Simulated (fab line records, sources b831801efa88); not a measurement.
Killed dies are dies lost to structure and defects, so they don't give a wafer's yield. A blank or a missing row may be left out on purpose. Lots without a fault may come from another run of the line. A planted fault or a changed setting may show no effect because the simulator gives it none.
A struck lot beside a sound one | flow sky130 | 34 steps out of a route of 708
Sound: wafers L201.2, L201.4, L201.5. Struck: wafers L192.4, L192.5, L192.6. The cause comes at the end.
At each step with rows: each side's tool, then ch and its chambers, then its first start. Under that, the readings that differ: sound wafers | struck wafers | difference of the means | sigmas: that difference in standard deviations of wafers without a fault.
alike: readings whose means differ by less than 2 such deviations, and words and numbers that are the same on both sides. not compared: withheld readings, readings that some wafer has no value for, bounds like >300 that may hide the same value, and numbers for which the record gives no deviation and whose values overlap.
The two part at a step that has a row with sigmas, a row that says differs or no value, or rows on one side only. Numbers that don't overlap but have no deviation are shown without sigmas and don't part them. A reading that every wafer of one side lacks parts them only if that side has two wafers or more.

first, 8 steps without rows for these wafers: SKY_LOCAL_INTERCONNECT_ETCH_13 (etches BARC in N2/H2, stops on SiO2, time 45.9 s, target depth 60 nm); SKY_LOCAL_INTERCONNECT_METAL_ETCH_14 (etches TiN in Cl2/BCl3, stops on PSG, target depth 110 nm, time 31.4 s); SKY_LOCAL_INTERCONNECT_STRIP_15 (strips in O2/N2); SKY_LOCAL_INTERCONNECT_STRIP_16 (strips in post etch residue remover, time 1200 s); SKY_LOCAL_INTERCONNECT_CLEAN_17 (cleans in IPA, time 180 s); SKY_LOCAL_INTERCONNECT_CLEAN_18 (cleans in O3/DIW); SKY_CONTACT_CVD_00 (deposits Si3N4, target thk 75 nm); SKY_CONTACT_HDPCVD_02 (deposits SiO2, target thk 565 nm, time 94.2 s).
SKY_CONTACT_CMP_04: polishes SiO2.
  sound on cmp-01 ch 0,1,3, day 36 21:14; struck on cmp-02 ch 0,1,3, day 33 14:21
  reading                                     | sound             | struck          | difference | sigmas
  time_to_endpoint_s (s)                      | 79 77 73          | 108 110 108     | +32        | +7
  model.SiO2_of_CONTACT_HDPCVD_02.thk_nm (nm) | 340.1 340.1 339.3 | 417.5 420 416.7 | +78.2      |
  alike: motor_current_A, slurry_filter_dp_kPa
then, 9 steps without rows for these wafers: SKY_CONTACT_DEHYDRATE_06 (time 60 s); SKY_CONTACT_HMDS_07 (prime time 60 s); SKY_CONTACT_COAT_08 (resist thk 60 nm); SKY_CONTACT_COAT_09 (resist thk 450 nm); SKY_CONTACT_SOFTBAKE_10 (time 90 s); SKY_CONTACT_EXPOSE_11 (exposes mask CTM1, target cd 170 nm); SKY_CONTACT_PEB_12; SKY_CONTACT_DEVELOP_13 (develop time 60 s); SKY_CONTACT_ETCH_16 (etches BARC in N2/H2, stops on SiO2, time 45.9 s, target depth 60 nm).
SKY_CONTACT_ETCH_17: etches SiO2 in C4F8/O2/Ar, stops on Si3N4, target depth 340 nm.
  sound on rie_diel-01 ch 1,2,3, day 37 23:50; struck on rie_diel-04 ch 0,1, day 34 17:51
  reading                             | sound             | struck            | difference | sigmas
  oes_product_au (a.u.)               | 0.893 0.891 0.894 | 0.996 0.994 0.996 | +0.103     | +22
  model.CONTACT.feature_depth_nm (nm) | 340.1 340.1 339.3 | 409.3 410.4 409.8 | +70.0      |
  model.etch.depth_nm (nm)            | 340.1 340.1 339.3 | 409.3 410.4 409.8 | +70.0      |
then, 13 steps without rows for these wafers: SKY_CONTACT_ETCH_18 (etches Si3N4 in CHF3/O2, stops on TiN, time 39 s, target depth 75 nm); SKY_CONTACT_STRIP_19 (strips in O2/N2); SKY_CONTACT_STRIP_20 (strips in post etch residue remover, time 1200 s); SKY_CONTACT_CLEAN_21 (cleans in IPA, time 180 s); SKY_CONTACT_CLEAN_22 (cleans in O3/DIW); SKY_CONTACT_SPUTTER_23 (material TiN, target thk 20 nm, time 80 s); SKY_CONTACT_CVD_24 (deposits W, target thk 340 nm, time 102.12 s); SKY_CONTACT_CMP_27 (polishes, stops on SiO2, t overpolish 15 s, target thk 0 nm); SKY_METAL1_SPUTTER_00 (material Ti, target thk 15 nm, time 10 s); SKY_METAL1_SPUTTER_01 (material TiN, target thk 20 nm, time 16.7 s); SKY_METAL1_SPUTTER_02 (material AlCu, target thk 250 nm, time 13.3 s); SKY_METAL1_SPUTTER_03 (material Ti, target thk 5 nm, time 3.3 s); SKY_METAL1_SPUTTER_04 (material TiN, target thk 70 nm, time 58.3 s).
SKY_METAL1_METAL_ETCH_19: etches the open film in Cl2/BCl3, stops on SiO2, target depth 360 nm, time 78 s.
  sound on rie_metal-02 ch 0,1, day 39 03:44; struck on rie_metal-03 ch 0,1, day 35 22:17
  reading                                     | sound             | struck            | difference | sigmas
  model.SiO2_of_CONTACT_HDPCVD_02.thk_nm (nm) | 326.1 326.2 325.2 | 403.6 406.1 402.9 | +78.4      |
  alike: drypump_motor_current_A, he_backside_leak_sccm, oes_product_au, throttle_valve_pct
  not compared: rf_hours_counter_h
-- the record jumps here: 12 days lie between the struck wafers' starts before and after (it left off in module METAL1 and takes up again in module PAD_OPEN, whose first step shown is number 708 of the route) --
SKY_PAD_OPEN_PROBE_99:
  sound on prober-01, day 50 10:26; struck on prober-01, day 48 02:04
  reading                       | sound            | struck      | difference                    | sigmas
  killed_at_contacts            | 20 19 21         | 186 232 225 | +194                          | +43
  killed_dies                   | 82 78 77         | 235 299 287 | +195                          | +20
  killed_on_rim                 | 15 13 11         | 41 24 70    | +32                           | +9
  model.etest.mcon_chain.rc_ohm | 17.03 16.93 17.1 | - - -       | no value on the struck wafers |
  alike: killed_at_M0_to_M3, killed_at_M4_up, killed_at_front_end, killed_at_other, killed_open, killed_short

WHERE THEY PART
First at SKY_CONTACT_CMP_04; last, within this record, at SKY_PAD_OPEN_PROBE_99.

WHY: what the simulator had put in
Process parameter drift: cmp-02, from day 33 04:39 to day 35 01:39, at SKY_CONTACT_CMP_04. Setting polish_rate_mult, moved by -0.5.
